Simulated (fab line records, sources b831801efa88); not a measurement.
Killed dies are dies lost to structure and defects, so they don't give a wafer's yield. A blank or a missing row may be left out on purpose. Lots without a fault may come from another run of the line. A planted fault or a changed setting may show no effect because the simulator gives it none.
Which tool did it? | flow sky130 | 11 lots, 33 wafers sampled, at 6 steps of a route of 708

WHAT THE GAUGES READ, wafer by wafer
SKY_LI_CONTACT_THK_MEAS_01. Usual: LI_CONTACT_HDPCVD_THK 926 nm, standard deviation 9.1.
lot  | measured     | on            | LI_CONTACT_HDPCVD_THK (nm) | flag
L613 | day 27 16:52 | film_metro-03 | 940 939 936                |
L616 | day 28 23:21 | film_metro-04 | 934 931 928                |
L617 | day 29 10:16 | film_metro-03 | 935 922 944                |
L618 | day 29 13:58 | film_metro-02 | 924 926 915                |
L619 | day 29 21:38 | film_metro-04 | 941 934 933                |
L620 | day 29 23:13 | film_metro-04 | 922 919 931                |
L627 | day 33 20:31 | film_metro-02 | 925 916 911                |
L631 | day 34 01:23 | film_metro-04 | 936 928 925                |
L628 | day 34 02:13 | film_metro-04 | 920 931 911                |
L632 | day 34 05:21 | film_metro-04 | 919 920 931                |
L635 | day 35 22:39 | film_metro-02 | 934 916 914                |

SKY_CONTACT_THK_MEAS_03. Usual: CONTACT_HDPCVD_THK 568 nm, standard deviation 5.9.
lot  | measured     | on            | CONTACT_HDPCVD_THK (nm) | flag
L613 | day 30 04:01 | film_metro-01 | 567 557 562             |
L616 | day 31 09:58 | film_metro-02 | 568 566 563             |
L617 | day 31 21:49 | film_metro-02 | 673 669 676 673 669 675 | OFF
L618 | day 32 00:32 | film_metro-02 | 680 678 670 681 678 670 | OFF
L619 | day 32 07:37 | film_metro-01 | 562 565 562             |
L620 | day 32 10:19 | film_metro-02 | 678 684 687 678 683 687 | OFF
L627 | day 36 04:52 | film_metro-01 | 561 559 556             |
L631 | day 36 09:52 | film_metro-03 | 564 560 561             |
L628 | day 36 10:40 | film_metro-03 | 577 565 565             |
L632 | day 36 13:34 | film_metro-01 | 566 578 573             |
L635 | day 38 06:21 | film_metro-02 | 561 566 567             |

SKY_CONTACT_BOW_MEAS_05. Usual: CONTACT_BOW 81 um, standard deviation 7.1.
lot  | measured     | on            | CONTACT_BOW (um) | flag
L613 | day 30 04:23 | film_metro-01 | 81 86 82         |
L616 | day 31 10:21 | film_metro-01 | 82 93 96         |
L617 | day 32 04:20 | film_metro-02 | 84 85 92         |
L618 | day 32 06:35 | film_metro-01 | 78 83 83         |
L619 | day 32 07:59 | film_metro-02 | 81 89 72         |
L620 | day 32 12:31 | film_metro-02 | 87 85 83         |
L627 | day 36 05:22 | film_metro-03 | 81 72 84         |
L631 | day 36 10:16 | film_metro-01 | 78 78 85         |
L628 | day 36 11:02 | film_metro-02 | 83 84 83         |
L632 | day 36 13:56 | film_metro-03 | 83 77 82         |
L635 | day 38 06:43 | film_metro-02 | 83 75 102        |

WHICH TOOL RAN EACH LOT (tool, then ch and the chambers of the sampled wafers, then the start)
lot  | SKY_LOCAL_INTERCONNECT_STRIP_15      | SKY_CONTACT_HDPCVD_02            | SKY_CONTACT_CMP_04
L613 | plasma_asher-04 ch 0,1, day 30 03:15 | hdpcvd-01 ch 0,1,2, day 30 03:56 | cmp-01 ch 1,2, day 30 04:07
L616 | plasma_asher-01 ch 0,1, day 31 09:12 | hdpcvd-01 ch 0,1, day 31 09:53   | cmp-01 ch 0,1,2, day 31 10:10
L617 | plasma_asher-04 ch 0,1, day 31 20:57 | hdpcvd-01 ch 1,2, day 31 21:44   | cmp-02 ch 0,1,3, day 32 04:00
L618 | plasma_asher-01 ch 0,1, day 31 23:41 | hdpcvd-01 ch 0,1,2, day 32 00:28 | cmp-01 ch 0,2,3, day 32 06:17
L619 | plasma_asher-04 ch 0,1, day 32 06:51 | hdpcvd-02 ch 0,2, day 32 07:32   | cmp-01 ch 0,1,3, day 32 07:43
L620 | plasma_asher-03 ch 0,1, day 32 09:33 | hdpcvd-01 ch 0,1,2, day 32 10:14 | cmp-01 ch 1,2,3, day 32 12:12
L627 | plasma_asher-03 ch 0,1, day 36 04:07 | hdpcvd-01 ch 0,1, day 36 04:48   | cmp-02 ch 2,3, day 36 05:07
L631 | plasma_asher-04 ch 0,1, day 36 09:06 | hdpcvd-01 ch 0,1,2, day 36 09:49 | cmp-01 ch 1,2,3, day 36 10:03
L628 | plasma_asher-03 ch 0,1, day 36 09:54 | hdpcvd-01 ch 1,2, day 36 10:35   | cmp-01 ch 0,1,2, day 36 10:43
L632 | plasma_asher-01 ch 0,1, day 36 12:49 | hdpcvd-02 ch 1,2, day 36 13:29   | cmp-01 ch 0,2,3, day 36 13:37
L635 | plasma_asher-04 ch 0, day 38 05:36   | hdpcvd-01 ch 0,1,2, day 38 06:17 | cmp-01 ch 2,3, day 38 06:25
- SKY_LOCAL_INTERCONNECT_STRIP_15: strips in O2/N2.
- SKY_CONTACT_HDPCVD_02: deposits SiO2, target thk 565 nm, time 94.2 s.
- SKY_CONTACT_CMP_04: polishes SiO2.

WHAT THE TOOLS THEMSELVES READ (means of the sampled wafers that have a number; where no wafer has one, the mark that the record gives instead)
SKY_LOCAL_INTERCONNECT_STRIP_15. Usual: drypump_motor_current_A 6.1 A, standard deviation 0.34; o2_flow_sccm 3001 sccm, standard deviation 9.3; oes_product_au 0.427 a.u., standard deviation 0.0047; strip_time_to_endpoint_s 4.732 s, standard deviation 0.02.
lot  | tool            | drypump_motor_current_A (A) | o2_flow_sccm (sccm) | oes_product_au (a.u.) | strip_time_to_endpoint_s (s) | flag
L613 | plasma_asher-04 | 6.2                         | 3013                | 0.430                 | 4.764                        |
L616 | plasma_asher-01 | 5.7                         | 3003                | 0.429                 | 4.753                        |
L617 | plasma_asher-04 | 6.3                         | 3000                | 0.432                 | 4.731                        |
L618 | plasma_asher-01 | 5.6                         | 3009                | 0.428                 | 4.709                        |
L619 | plasma_asher-04 | 6.3                         | 3008                | 0.428                 | 4.735                        |
L620 | plasma_asher-03 | 6.3                         | 3006                | 0.427                 | 4.710                        |
L627 | plasma_asher-03 | 6.3                         | 2998                | 0.429                 | 4.731                        |
L631 | plasma_asher-04 | 6.2                         | 2996                | 0.426                 | 4.727                        |
L628 | plasma_asher-03 | 6.3                         | 2999                | 0.424                 | 4.745                        |
L632 | plasma_asher-01 | 5.6                         | 2996                | 0.430                 | 4.721                        |
L635 | plasma_asher-04 | 6.3                         | 3009                | 0.432                 | 4.724                        |

SKY_CONTACT_HDPCVD_02. Usual: sih4_flow_sccm 59.97 sccm, standard deviation 0.2.
lot  | tool      | sih4_flow_sccm (sccm) | flag
L613 | hdpcvd-01 | 60.14                 |
L616 | hdpcvd-01 | 59.85                 |
L617 | hdpcvd-01 | 71.91                 | OFF
L618 | hdpcvd-01 | 72.02                 | OFF
L619 | hdpcvd-02 | 59.96                 |
L620 | hdpcvd-01 | 71.98                 | OFF
L627 | hdpcvd-01 | 59.70                 |
L631 | hdpcvd-01 | 60.10                 |
L628 | hdpcvd-01 | 59.93                 |
L632 | hdpcvd-02 | 60.05                 |
L635 | hdpcvd-01 | 59.96                 |

SKY_CONTACT_CMP_04. Usual: motor_current_A 13.0 A, standard deviation 1.6; time_to_endpoint_s 83 s, standard deviation 3.6.
lot  | tool   | motor_current_A (A) | time_to_endpoint_s (s) | flag
L613 | cmp-01 | 11.7                | 72                     | OFF
L616 | cmp-01 | 11.8                | 80                     |
L617 | cmp-02 | 12.6                | 126                    | OFF
L618 | cmp-01 | 13.4                | 128                    | OFF
L619 | cmp-01 | 12.5                | 80                     |
L620 | cmp-01 | 13.4                | 124                    | OFF
L627 | cmp-02 | 14.0                | 83                     |
L631 | cmp-01 | 13.4                | 80                     |
L628 | cmp-01 | 12.3                | 83                     |
L632 | cmp-01 | 13.1                | 84                     |
L635 | cmp-01 | 14.0                | 83                     |

THE ANSWER, worked out from the rows above alone
Rule: a lot is off if the mean of its wafers that have a number lies more than 3 standard deviations from the usual mean. A lot without any number at a reading at which 4 lots or more have one is off too. The other lots that the step has rows for count as sound. The gauges are gone through in route order, then the tools' own readings, and for those a lot's mean is taken as printed above. The first step at which some lot is off is used, and at that step the reading that is off furthest; a lot without a number counts as furthest.
Off: L617, L618, L620, at SKY_CONTACT_THK_MEAS_03 (CONTACT_HDPCVD_THK).
A tool fits if, at a process step before that reading, it ran every lot that is off, and no sound lot after the first of them. The gauges at SKY_CONTACT_THK_MEAS_03 aren't tried: what is off there is off at SKY_CONTACT_HDPCVD_02 too, on other tools, and a gauge's error can't cause that. None of those tried fits.

WHAT THE SIMULATOR HAD PUT IN
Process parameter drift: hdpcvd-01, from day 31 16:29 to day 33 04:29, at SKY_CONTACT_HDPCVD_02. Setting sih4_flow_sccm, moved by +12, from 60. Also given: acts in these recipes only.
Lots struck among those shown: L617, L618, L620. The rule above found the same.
